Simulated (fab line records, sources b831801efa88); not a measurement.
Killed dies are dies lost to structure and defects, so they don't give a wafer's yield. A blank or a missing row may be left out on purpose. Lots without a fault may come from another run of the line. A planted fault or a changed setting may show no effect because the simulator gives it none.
fab line records | flow gf180mcu
record lots=24 wafers=72 last_day=34
route steps=602 shown M2@366 M5@537 V5@566 TOP_METAL@569 PASSIVATION@598
lots that met no fault: from a run of the same line without faults
start_h: hours from the record's first day to the start of the lot's first wafer shown | wait_h: hours since the lot's step before | " the same as in the row above | L1.1+2: a row that stands for several wafers | - no value, or no start given | * or withheld: withheld | < > ~ a bound
route shown NAME@n: a module of which the file shows steps, and the number in the route of the first | usual: mean/standard deviation of fault-free wafers | same: alike in all rows | chamber/n: place in a boat | sites: the reading at each site | _std_site: their standard deviation | _edge_site: outer sites' mean less inner sites' | radius_mm: how far each site lies from the wafer's centre | mask NAME#n: copy n | behind: the tool/chamber that last shaped the wafer | hold: why the lot was held/for how many hours/how that ended | device: the transistor (n, p or np) that didn't switch | end of line: the same wafers' tests at the end of the route | a step without rows: its recipe alone | killed: dies lost to structure and defects at the first sort, not the wafer's yield | map: a wafer's dies, x killed, . not, _ none there
set.NAME: the setting as run; set.NAME@STEP: as run at that earlier step | model.NAME: the simulator's own value behind a step, which no gauge read
steps of the route over a sample of lots; a table a step, a row a wafer
services: from which hour (start_h, from the record's first day; less than 0 if before it) a tool's chamber was out of use, for how many hours, and why
## steps
# step GF_M2_SPUTTER_04
# recipe material=TiN target_thk_nm=50 power_w=6500 time_s=41.7 chamber_pressure_pa=0.4
# usual throttle_valve_pct=30.1/0.84
# columns lot.wafer tool chamber start_h wait_h throttle_valve_pct
L074.1 pvd_sputter-03 - 405.12 0.0 29.9
L074.5 " - " " 28.1
L074.6 " - " " 29.8
L075.3 pvd_sputter-02 - 421.36 0.0 31.1
L075.5 " - " " 29.9
L075.6 " - " " 30.6
L077.1 pvd_sputter-02 - 431.36 0.0 31.3
L077.3 " - " " 30.9
L077.4 " - " " 29.8
L076.1 pvd_sputter-03 - 438.46 0.0 28.2
L076.2 " - " " 30.1
L076.5 " - " " 28.3
L078.3 pvd_sputter-03 - 442.08 0.0 30.0
L078.4 " - " " 29.3
L078.5 " - " " 29.1
L079.2 pvd_sputter-02 - 453.85 0.0 30.9
L079.3 " - " " 31.0
L079.4 " - " " 30.8
L080.2 pvd_sputter-02 - 477.59 0.0 30.9
L080.3 " - " " 31.0
L080.5 " - " " 31.2
L081.3 pvd_sputter-03 - 479.47 0.0 28.4
L081.4 " - " " 29.6
L081.6 " - " " 28.3
L082.2 pvd_sputter-04 - 485.88 0.0 29.8
L082.3 " - " " 30.6
L082.4 " - " " 29.3
L083.1 pvd_sputter-04 - 491.58 0.0 30.8
L083.2 " - " " 29.8
L083.6 " - " " 29.6
L084.1 pvd_sputter-04 - 510.24 0.0 29.4
L084.2 " - " " 31.0
L084.6 " - " " 30.8
L085.1 pvd_sputter-02 - 511.89 0.0 29.8
L085.3 " - " " 31.0
L085.6 " - " " 30.8
L086.1 pvd_sputter-04 - 519.55 0.0 30.0
L086.2 " - " " 30.9
L086.3 " - " " 29.3
L087.1 pvd_sputter-02 - 527.34 0.0 30.5
L087.3 " - " " 31.0
L087.6 " - " " 30.8
L088.3 pvd_sputter-02 - 534.91 0.0 30.7
L088.5 " - " " 30.0
L088.6 " - " " 30.8
L089.2 pvd_sputter-04 - 542.38 0.0 29.2
L089.4 " - " " 29.4
L089.5 " - " " 29.1
L090.1 pvd_sputter-03 - 552.39 0.0 28.3
L090.2 " - " " 30.1
L090.5 " - " " 29.9
L091.1 pvd_sputter-04 - 561.14 0.0 29.0
L091.2 " - " " 30.0
L091.3 " - " " 29.4
L092.2 pvd_sputter-02 - 566.85 0.0 31.3
L092.3 " - " " 30.8
L092.6 " - " " 30.8
L093.3 pvd_sputter-02 - 572.41 0.0 29.8
L093.4 " - " " 30.8
L093.5 " - " " 31.0
L094.3 pvd_sputter-02 - 587.14 0.0 31.0
L094.5 " - " " 31.4
L094.6 " - " " 30.7
L095.1 pvd_sputter-04 - 594.22 0.0 29.1
L095.3 " - " " 30.0
L095.5 " - " " 29.2
L096.2 pvd_sputter-02 - 602.15 0.0 30.9
L096.3 " - " " 29.8
L096.6 " - " " 30.0
L097.3 pvd_sputter-03 - 606.15 0.0 29.3
L097.4 " - " " 28.3
L097.6 " - " " 28.2
# step GF_M5_STRIP_11
# recipe chemistry=O2/N2 power_w=1400 pressure_mtorr=1500 platen_temp_c=250 o2_flow_sccm=3000 n2_flow_sccm=300 overash_fraction=0.5
# usual drypump_motor_current_A=5.7/0.47 heater_power_w=337/30 oes_product_au=0.524/0.005 strip_time_to_endpoint_s=7.07/0.048
# same overash_fraction=0.5
# columns lot.wafer tool chamber start_h wait_h drypump_motor_current_A heater_power_w oes_product_au rf_hours_counter_h strip_time_to_endpoint_s
L074.1 plasma_asher-03 1 600.12 0.1 6.2 302 0.520 77 7.04
L074.5 " 0 " " 6.1 367 0.518 - 7.04
L074.6 " 1 " " 6.2 292 0.525 - 7.03
L075.3 plasma_asher-04 1 614.04 0.1 5.4 335 0.525 - 6.95
L075.5 " 1 " " 5.4 323 0.522 - 6.93
L075.6 " 0 " " 4.9 388 0.516 - 7.06
L077.1 plasma_asher-04 1 624.60 0.1 5.4 335 0.527 20 7.08
L077.3 " 0 " " 4.9 378 0.516 - 7.10
L077.4 " 1 " " 5.4 321 0.521 - 7.00
L076.1 plasma_asher-01 0 629.45 0.1 5.5 319 0.524 98 7.03
L076.2 " 1 " " 6.2 306 0.526 98 7.03
L076.5 " 0 " " 5.5 326 0.528 - 7.08
L078.3 plasma_asher-01 1 631.30 0.1 6.2 306 0.516 - 6.99
L078.4 " 0 " " 5.5 322 0.524 - 7.08
L078.5 " 1 " " 6.2 324 0.515 - 7.00
L079.2 plasma_asher-01 1 642.75 0.2 6.2 312 0.519 99 7.01
L079.3 " 0 " " 5.5 316 0.515 - 7.03
L079.4 " 1 " " 6.2 315 0.523 - 7.02
L080.2 plasma_asher-03 0 662.42 0.1 6.1 366 0.527 84 7.07
L080.3 " 1 " " 6.1 293 0.530 - 7.09
L080.5 " 1 " " 6.1 300 0.527 - 7.08
L081.3 plasma_asher-04 0 664.41 0.2 4.9 380 0.534 - 7.13
L081.4 " 1 " " 5.4 329 0.526 - 7.15
L081.6 " 0 " " 4.9 384 0.524 - 7.07
L082.2 plasma_asher-03 0 668.57 0.1 6.1 370 0.524 84 7.02
L082.3 " 0 " " 6.1 374 0.523 - 7.05
L082.4 " 1 " " 6.1 310 0.527 - 7.07
L083.1 plasma_asher-04 1 673.80 0.2 5.4 326 0.521 25 7.11
L083.2 " 0 " " 4.9 366 0.524 25 7.08
L083.6 " 1 " " 5.4 334 0.524 - 7.11
L084.1 plasma_asher-03 0 687.70 0.2 6.0 352 0.536 86 7.17
L084.2 " 1 " " 6.1 303 0.520 86 7.13
L084.6 " 1 " " 6.1 301 0.527 - 7.13
L085.1 plasma_asher-03 0 691.38 0.2 6.1 370 0.526 87 7.09
L085.3 " 0 " " 6.1 365 0.523 - 7.06
L085.6 " 1 " " 6.1 299 0.525 - 7.02
L086.1 plasma_asher-01 0 699.43 0.2 5.5 322 0.518 105 7.01
L086.2 " 1 " " 6.2 322 0.520 105 7.01
L086.3 " 0 " " 5.5 321 0.518 - 7.02
L087.1 plasma_asher-03 1 702.33 0.2 6.2 304 0.526 88 7.14
L087.3 " 0 " " 6.1 365 0.517 - 7.14
L087.6 " 0 " " 6.1 378 0.523 - 7.11
L088.3 plasma_asher-01 1 708.51 0.2 6.2 316 0.529 - 7.02
L088.5 " 0 " " 5.5 320 0.516 - 7.07
L088.6 " 1 " " 6.2 312 0.522 - 7.04
L089.2 plasma_asher-01 0 713.98 0.2 5.5 318 0.528 106 7.06
L089.4 " 1 " " 6.2 305 0.520 - 7.06
L089.5 " 0 " " 5.5 321 0.526 - 7.04
L090.1 plasma_asher-01 0 723.70 0.1 5.5 327 0.530 107 7.11
L090.2 " 1 " " 6.2 311 0.527 107 7.05
L090.5 " 0 " " 5.5 314 0.528 - 7.09
L091.1 plasma_asher-03 0 731.77 0.1 6.1 360 0.528 91 7.17
L091.2 " 1 " " 6.1 301 0.529 91 7.06
L091.3 " 0 " " 6.1 365 0.523 - 7.12
L092.2 plasma_asher-04 1 735.91 0.1 5.4 334 0.527 32 7.14
L092.3 " 0 " " 4.9 389 0.522 - 7.06
L092.6 " 1 " " 5.4 330 0.525 - 7.03
L093.3 plasma_asher-04 1 739.36 0.2 5.4 326 0.530 - 7.08
L093.4 " 0 " " 4.9 380 0.520 - 7.05
L093.5 " 1 " " 5.5 334 0.531 - 7.08
L094.3 plasma_asher-04 1 749.22 0.2 5.4 332 0.519 - 7.06
L094.5 " 1 " " 5.4 326 0.517 - 7.08
L094.6 " 0 " " 4.9 382 0.528 - 7.06
L095.1 plasma_asher-03 0 756.72 0.1 6.1 360 0.528 94 7.08
L095.3 " 0 " " 6.1 354 0.531 - 7.08
L095.5 " 0 " " 6.1 358 0.515 - 7.06
L096.2 plasma_asher-04 0 763.35 0.2 4.9 383 0.521 36 7.08
L096.3 " 1 " " 5.5 337 0.525 - 7.13
L096.6 " 0 " " 5.0 375 0.532 - 7.10
L097.3 plasma_asher-04 1 766.41 0.2 5.5 327 0.520 - 7.04
L097.4 " 0 " " 4.9 379 0.525 - 7.04
L097.6 " 1 " " 5.4 329 0.520 - 7.02
# step GF_V5_CMP_26
# recipe stop_on=SiO2 down_force_psi=3.5 platen_rpm=60 t_overpolish_s=15 target_thk_nm=0 pad_velocity_m_s=0.94248
# usual motor_current_A=10.9/1 overpolish_run_s=15.000/0.0088 slurry_filter_dp_kPa=13.50/0.13 time_to_endpoint_s=83/3.4
# columns lot.wafer tool chamber start_h wait_h motor_current_A overpolish_run_s slurry_filter_dp_kPa time_to_endpoint_s
L074.1 cmp-02 1 623.70 0.1 10.9 15.000 13.49 82
L074.5 " 0 " " 10.4 14.995 13.63 81
L074.6 " 1 " " 10.5 14.990 13.63 84
L075.3 cmp-01 0 638.09 0.0 11.9 14.999 13.62 82
L075.5 " 0 " " 11.4 15.007 13.47 84
L075.6 " 1 " " 9.3 15.008 13.49 91
L077.3 cmp-01 1 647.59 0.0 8.8 14.998 13.31 87
L077.1 " 2 " " 11.3 14.986 13.56 83
L077.4 " 3 " " 12.1 15.006 13.50 84
L076.2 cmp-02 0 652.19 0.1 10.7 15.001 13.70 80
L076.1 " 2 " " 12.7 15.002 13.32 84
L076.5 " 3 " " 10.1 15.013 13.65 88
L078.3 cmp-01 1 654.41 0.1 9.1 15.002 13.31 91
L078.4 " 2 " " 11.0 14.994 13.52 81
L078.5 " 0 " " 11.4 15.002 13.53 80
L079.4 cmp-02 3 664.02 0.0 9.8 14.992 13.58 89
L079.2 " 0 " " 10.8 14.999 13.50 80
L079.3 " 1 " " 10.1 15.010 13.44 80
L080.2 cmp-02 2 684.43 0.1 11.9 15.002 13.54 82
L080.3 " 3 " " 9.3 15.009 13.42 83
L080.5 " 1 " " 10.7 14.966 13.33 81
L081.4 cmp-02 0 685.93 0.1 10.7 14.983 13.54 78
L081.3 " 1 " " 11.1 14.979 13.57 82
L081.6 " 3 " " 9.8 15.001 13.73 86
L082.3 cmp-02 2 690.11 0.0 11.0 15.009 13.59 85
L082.2 " 3 " " 9.4 15.004 13.37 84
L082.4 " 1 " " 11.0 15.000 13.53 83
L083.1 cmp-02 1 694.64 0.1 10.6 15.014 13.63 80
L083.2 " 0 " " 10.5 15.012 13.55 79
L083.6 " 1 " " 10.8 15.001 13.61 82
L084.2 cmp-01 2 708.81 0.0 10.9 15.009 13.53 85
L084.1 " 0 " " 12.3 14.987 13.56 87
L084.6 " 2 " " 12.0 15.003 13.52 82
L085.3 cmp-02 3 712.02 0.1 9.8 15.003 13.45 84
L085.1 " 0 " " 10.5 14.998 13.35 82
L085.6 " 2 " " 11.7 15.003 13.35 86
L086.2 cmp-01 3 719.96 0.0 11.9 14.977 13.38 81
L086.1 " 0 " " 12.2 15.009 13.71 81
L086.3 " 1 " " 8.9 15.010 13.75 88
L087.3 cmp-02 0 722.79 0.0 10.8 15.002 13.55 80
L087.1 " 3 " " 9.5 15.008 13.19 87
L087.6 " 0 " " 10.9 14.996 13.62 82
L088.3 cmp-02 2 728.90 0.1 11.6 15.013 13.33 81
L088.6 " 0 " " 10.6 15.009 13.77 80
L088.5 " 1 " " 11.1 15.002 13.53 79
L089.2 cmp-01 3 734.16 0.1 11.9 15.016 13.54 80
L089.4 " 1 " " 8.8 14.997 13.48 85
L089.5 " 2 " " 11.1 15.008 13.37 79
L090.2 cmp-01 3 742.94 0.1 12.0 15.002 13.57 78
L090.1 " 0 " " 11.7 14.994 13.59 76
L090.5 " 3 " " 11.6 15.009 13.37 76
L091.3 cmp-02 1 751.07 0.0 10.9 15.010 13.42 79
L091.2 " 3 " " 9.3 14.999 13.74 84
L091.1 " 0 " " 11.1 15.013 13.74 76
L092.2 cmp-02 2 755.09 0.0 12.3 14.999 13.54 82
L092.3 " 1 " " 10.6 14.995 13.59 82
L092.6 " 2 " " 11.9 15.000 13.72 84
L093.4 cmp-01 3 758.39 0.1 12.0 14.991 13.34 82
L093.3 " 0 " " 11.7 14.996 13.56 83
L093.5 " 3 " " 11.9 15.003 13.38 81
L094.3 cmp-01 3 767.99 0.2 12.1 14.992 13.38 78
L094.6 " 0 " " 11.8 15.009 13.65 77
L094.5 " 1 " " 8.9 15.014 13.64 86
L095.1 cmp-02 1 775.09 0.1 10.7 14.984 13.37 86
L095.3 " 3 " " 9.9 14.995 13.48 89
L095.5 " 2 " " 11.8 15.003 13.51 87
L096.2 cmp-02 3 781.08 0.1 10.2 14.999 13.59 90
L096.3 " 1 " " 10.4 15.008 13.64 84
L096.6 " 2 " " 11.8 14.997 13.35 87
L097.3 cmp-01 2 784.80 0.3 11.6 14.992 13.66 82
L097.4 " 0 " " 12.0 14.996 13.73 78
L097.6 " 2 " " 11.9 15.012 13.49 77
# step GF_TOP_METAL_SPUTTER_02
# recipe material=AlCu target_thk_nm=900 power_w=10600 chamber_pressure_pa=0.3 substrate_temp_c=250 gas=Ar time_s=47.82
# usual substrate_temp_c=250.01/0.17 throttle_valve_pct=30.0/0.79
# columns lot.wafer tool chamber start_h wait_h substrate_temp_c throttle_valve_pct
L074.1 pvd_sputter-03 - 624.08 0.0 250.17 30.2
L074.5 " - " " 250.24 30.3
L074.6 " - " " 249.93 28.1
L075.3 pvd_sputter-03 - 638.52 0.0 250.11 29.4
L075.5 " - " " 249.95 28.4
L075.6 " - " " 250.30 30.0
L077.1 pvd_sputter-03 - 648.02 0.0 249.72 30.1
L077.3 " - " " 250.08 29.7
L077.4 " - " " 250.18 29.1
L076.1 pvd_sputter-02 - 652.57 0.0 250.13 30.0
L076.2 " - " " 249.94 31.1
L076.5 " - " " 249.93 30.7
L078.3 pvd_sputter-04 - 654.75 0.0 250.12 29.2
L078.4 " - " " 250.11 29.3
L078.5 " - " " 250.08 29.9
L079.2 pvd_sputter-04 - 664.46 0.0 249.89 30.7
L079.3 " - " " 249.92 29.2
L079.4 " - " " 249.67 29.4
L080.2 pvd_sputter-02 - 684.81 0.0 250.09 30.8
L080.3 " - " " 250.16 30.1
L080.5 " - " " 249.64 30.8
L081.3 pvd_sputter-04 - 686.26 0.0 249.94 29.5
L081.4 " - " " 249.95 30.8
L081.6 " - " " 249.65 30.2
L082.2 pvd_sputter-04 - 690.54 0.0 249.97 29.3
L082.3 " - " " 249.95 29.2
L082.4 " - " " 249.83 30.5
L083.1 pvd_sputter-04 - 695.07 0.0 250.29 29.7
L083.2 " - " " 249.98 29.5
L083.6 " - " " 250.09 29.4
L084.1 pvd_sputter-04 - 709.24 0.0 250.15 28.9
L084.2 " - " " 250.07 31.1
L084.6 " - " " 249.96 30.1
L085.1 pvd_sputter-02 - 712.40 0.0 249.71 30.8
L085.3 " - " " 249.80 31.0
L085.6 " - " " 249.63 30.8
L086.1 pvd_sputter-03 - 720.39 0.0 249.82 29.8
L086.2 " - " " 250.14 28.4
L086.3 " - " " 249.89 29.5
L087.1 pvd_sputter-03 - 723.22 0.0 250.19 28.2
L087.3 " - " " 250.20 30.1
L087.6 " - " " 250.03 28.7
L088.3 pvd_sputter-02 - 729.23 0.0 249.94 30.1
L088.5 " - " " 249.94 30.9
L088.6 " - " " 250.01 29.9
L089.2 pvd_sputter-02 - 734.54 0.0 250.28 29.8
L089.4 " - " " 249.95 31.0
L089.5 " - " " 250.14 30.1
L090.1 pvd_sputter-04 - 743.32 0.0 250.05 30.0
L090.2 " - " " 249.87 30.8
L090.5 " - " " 249.87 30.6
L091.1 pvd_sputter-02 - 751.50 0.0 250.14 30.9
L091.2 " - " " 250.18 30.9
L091.3 " - " " 250.08 29.7
L092.2 pvd_sputter-02 - 755.53 0.0 249.86 31.1
L092.3 " - " " 250.04 30.0
L092.6 " - " " 249.80 30.9
L093.3 pvd_sputter-03 - 758.78 0.0 250.06 28.3
L093.4 " - " " 250.04 29.6
L093.5 " - " " 249.72 30.0
L094.3 pvd_sputter-03 - 768.27 0.0 250.08 30.0
L094.5 " - " " 250.05 29.9
L094.6 " - " " 250.03 28.3
L095.1 pvd_sputter-02 - 775.52 0.0 250.00 30.1
L095.3 " - " " 250.19 30.8
L095.5 " - " " 250.00 29.9
L096.2 pvd_sputter-04 - 781.46 0.0 250.15 30.3
L096.3 " - " " 249.99 29.5
L096.6 " - " " 250.08 30.2
L097.3 pvd_sputter-04 - 785.23 0.0 250.16 29.0
L097.4 " - " " 249.80 30.7
L097.6 " - " " 249.80 29.5
# step GF_PASSIVATION_ETCH_11
# recipe chemistry=CF4/O2 target_depth_nm=2040 stop_on=TiN source_w=800 bias_w=150 pressure_mtorr=150 cf4_flow_sccm=80 O2_flow_sccm=10 time_s=453.3
# usual drypump_motor_current_A=5.9/0.39 oes_product_au=0.988/0.0066 throttle_valve_pct=5.968/0.0093
# columns lot.wafer tool chamber start_h wait_h drypump_motor_current_A oes_product_au rf_hours_counter_h throttle_valve_pct
L074.1 rie_diel-04 2 665.19 - 6.5 0.985 19 5.968
L074.5 " 1 " " 5.6 0.986 - 5.972
L074.6 " 0 " " 6.0 0.995 - 5.970
L075.3 rie_diel-01 3 678.64 - 5.1 0.990 11 5.969
L075.5 " 3 " " 5.1 0.990 - 5.966
L075.6 " 0 " " 5.8 0.989 - 5.965
L077.1 rie_diel-04 1 688.19 - 5.6 0.990 40 5.969
L077.3 " 2 " " 6.5 0.991 20 5.968
L077.4 " 3 " " 6.3 0.987 14 5.959
L076.1 rie_diel-02 2 692.01 - 5.8 0.975 15 5.960
L076.2 " 0 " " 5.4 0.979 15 5.960
L076.5 " 0 " " 5.5 0.980 - 5.953
L078.3 rie_diel-04 1 694.34 - 5.6 0.993 40 5.968
L078.4 " 0 " " 6.0 0.986 14 5.968
L078.5 " 2 " " 6.5 0.982 - 5.963
L079.2 rie_diel-01 2 703.70 - 5.9 0.975 - 5.983
L079.3 " 2 " " 5.9 0.980 - 5.959
L079.4 " 2 " " 5.9 0.980 - 5.966
L080.2 rie_diel-01 2 722.59 - 5.9 0.982 8 5.985
L080.3 " 1 " " 6.3 0.990 5 5.971
L080.5 " 2 " " 5.9 0.990 - 5.969
L081.3 rie_diel-01 2 724.16 - 5.9 0.983 8 5.963
L081.4 " 0 " " 5.8 0.987 18 5.964
L081.6 " 0 " " 5.8 0.992 - 5.967
L082.2 rie_diel-01 0 728.69 - 5.8 0.995 18 5.957
L082.3 " 2 " " 5.9 0.994 8 5.974
L082.4 " 1 " " 6.3 0.992 - 5.957
L083.1 rie_diel-01 2 731.81 - 5.9 0.982 9 5.977
L083.2 " 0 " " 5.8 0.991 19 5.967
L083.6 " 0 " " 5.8 0.985 - 5.951
L084.1 rie_diel-02 3 745.46 - 5.5 0.987 47 5.965
L084.2 " 0 " " 5.4 0.987 17 5.953
L084.6 " 3 " " 5.5 0.991 - 5.977
L085.1 rie_diel-04 3 748.09 - 6.3 1.000 15 5.976
L085.3 " 0 " " 6.1 0.994 16 5.957
L085.6 " 1 " " 5.6 0.996 - 5.965
L086.1 rie_diel-04 1 755.99 - 5.6 0.987 43 5.987
L086.2 " 0 " " 6.0 0.991 17 5.961
L086.3 " 3 " " 6.3 0.993 16 5.984
L087.1 rie_diel-04 1 758.39 - 5.7 0.983 43 5.972
L087.3 " 0 " " 6.0 0.993 17 5.986
L087.6 " 3 " " 6.3 0.996 - 5.975
L088.3 rie_diel-01 2 763.34 - 5.9 0.984 10 5.961
L088.5 " 0 " " 5.8 0.987 - 5.961
L088.6 " 1 " " 6.3 0.987 - 5.953
L089.2 rie_diel-04 0 768.44 - 6.0 0.992 17 5.983
L089.4 " 0 " " 6.0 0.992 - 5.985
L089.5 " 1 " " 5.6 0.999 - 5.966
L090.1 rie_diel-02 2 777.49 - 5.7 0.995 19 5.966
L090.2 " 1 " " 6.0 0.990 50 5.957
L090.5 " 2 " " 5.8 0.992 - 5.984
L091.1 rie_diel-04 3 784.29 - 6.3 0.991 16 5.972
L091.2 " 0 " " 6.1 0.991 18 5.973
L091.3 " 2 " " 6.5 0.984 25 5.975
L092.2 rie_diel-02 0 787.81 - 5.5 0.977 19 5.964
L092.3 " 2 " " 5.7 0.986 20 5.947
L092.6 " 2 " " 5.8 0.988 - 5.976
L093.3 rie_diel-01 1 790.74 - 6.3 0.983 9 5.958
L093.4 " 2 " " 5.9 0.985 11 5.963
L093.5 " 0 " " 5.8 0.973 - 5.975
L094.3 rie_diel-01 2 800.16 - 5.9 0.984 12 5.960
L094.5 " 0 " " 5.8 0.992 - 5.961
L094.6 " 1 " " 6.3 0.991 - 5.976
L095.1 rie_diel-02 0 807.01 - 5.4 0.973 21 5.971
L095.3 " 2 " " 5.8 0.984 21 5.978
L095.5 " 3 " " 5.5 0.995 - 5.975
L096.2 rie_diel-02 0 812.64 - 5.4 0.968 21 5.967
L096.3 " 2 " " 5.8 0.980 21 5.965
L096.6 " 0 " " 5.4 0.975 - 5.959
L097.3 rie_diel-04 0 816.29 - 6.0 1.000 20 5.963
L097.4 " 3 " " 6.3 0.999 - 5.978
L097.6 " 2 " " 6.5 0.980 - 5.986
# step GF_PASSIVATION_BOW_MEAS_14
# recipe mode=bow
# usual PASSIVATION_BOW=135/11
# columns lot.wafer tool chamber start_h wait_h PASSIVATION_BOW[um]
L074.1 film_metro-02 - 667.81 0.0 131
L074.5 " - " " 127
L074.6 " - " " 138
L075.3 film_metro-02 - 680.55 0.0 132
L075.5 " - " " 133
L075.6 " - " " 137
L077.1 film_metro-01 - 690.06 0.0 127
L077.3 " - " " 143
L077.4 " - " " 134
L076.1 film_metro-02 - 693.88 0.0 130
L076.2 " - " " 138
L076.5 " - " " 140
L078.3 film_metro-01 - 696.25 0.0 159
L078.4 " - " " 147
L078.5 " - " " 158
L079.2 film_metro-01 - 705.99 0.0 121
L079.3 " - " " 113
L079.4 " - " " 118
L080.2 film_metro-01 - 724.48 0.0 127
L080.3 " - " " 127
L080.5 " - " " 141
L081.3 film_metro-01 - 726.07 0.0 153
L081.4 " - " " 144
L081.6 " - " " 140
L082.2 film_metro-02 - 730.58 0.0 137
L082.3 " - " " 139
L082.4 " - " " 153
L083.1 film_metro-01 - 733.68 0.0 141
L083.2 " - " " 152
L083.6 " - " " 144
L084.1 film_metro-02 - 747.33 0.0 141
L084.2 " - " " 145
L084.6 " - " " 141
L085.1 film_metro-02 - 749.96 0.0 123
L085.3 " - " " 132
L085.6 " - " " 122
L086.1 film_metro-01 - 757.95 0.1 148
L086.2 " - " " 152
L086.3 " - " " 155
L087.1 film_metro-02 - 760.26 0.0 135
L087.3 " - " " 137
L087.6 " - " " 135
L088.3 film_metro-03 - 765.25 0.0 131
L088.5 " - " " 116
L088.6 " - " " 119
L089.2 film_metro-01 - 770.33 0.0 131
L089.4 " - " " 141
L089.5 " - " " 129
L090.1 film_metro-02 - 779.36 0.0 116
L090.2 " - " " 116
L090.5 " - " " 124
L091.1 film_metro-03 - 786.16 0.0 125
L091.2 " - " " 119
L091.3 " - " " 130
L092.2 film_metro-01 - 789.70 0.0 124
L092.3 " - " " 134
L092.6 " - " " 119
L093.3 film_metro-02 - 792.65 0.0 132
L093.4 " - " " 131
L093.5 " - " " 121
L094.3 film_metro-02 - 802.07 0.0 155
L094.5 " - " " 143
L094.6 " - " " 154
L095.1 film_metro-01 - 808.88 0.0 135
L095.3 " - " " 132
L095.5 " - " " 135
L096.2 film_metro-03 - 814.53 0.0 124
L096.3 " - " " 133
L096.6 " - " " 131
L097.3 film_metro-02 - 818.20 0.0 136
L097.4 " - " " 132
L097.6 " - " " 143
## services
# columns tool chamber start_h hours kind
pvd_sputter-02 - 382.66 10.6 repair
cmp-02 - 383.20 4.5 repair
pvd_sputter-04 - 406.63 0.6 repair
cmp-02 - 416.48 6.3 pm
pvd_sputter-03 - 422.02 0.7 repair
pvd_sputter-04 - 432.73 2.1 repair
pvd_sputter-04 - 443.83 5.2 repair
pvd_sputter-04 - 467.07 6.6 repair
pvd_sputter-02 - 513.99 8.7 repair
cmp-02 - 568.47 5.7 repair
pvd_sputter-04 - 569.57 11.1 repair
cmp-02 - 574.17 4.0 pm
pvd_sputter-03 - 598.66 4.5 repair
cmp-02 - 601.28 6.5 pm
cmp-02 - 617.27 0.8 repair
pvd_sputter-02 - 639.51 5.5 repair
pvd_sputter-04 - 659.24 1.4 repair
cmp-02 - 675.25 0.8 repair
cmp-02 - 697.79 1.9 repair
pvd_sputter-02 - 709.63 1.0 repair
pvd_sputter-03 - 764.35 3.2 repair
cmp-02 - 786.78 4.0 pm
pvd_sputter-04 - 804.74 0.8 repair
pvd_sputter-04 - 811.88 4.0 repair
## key
fault none
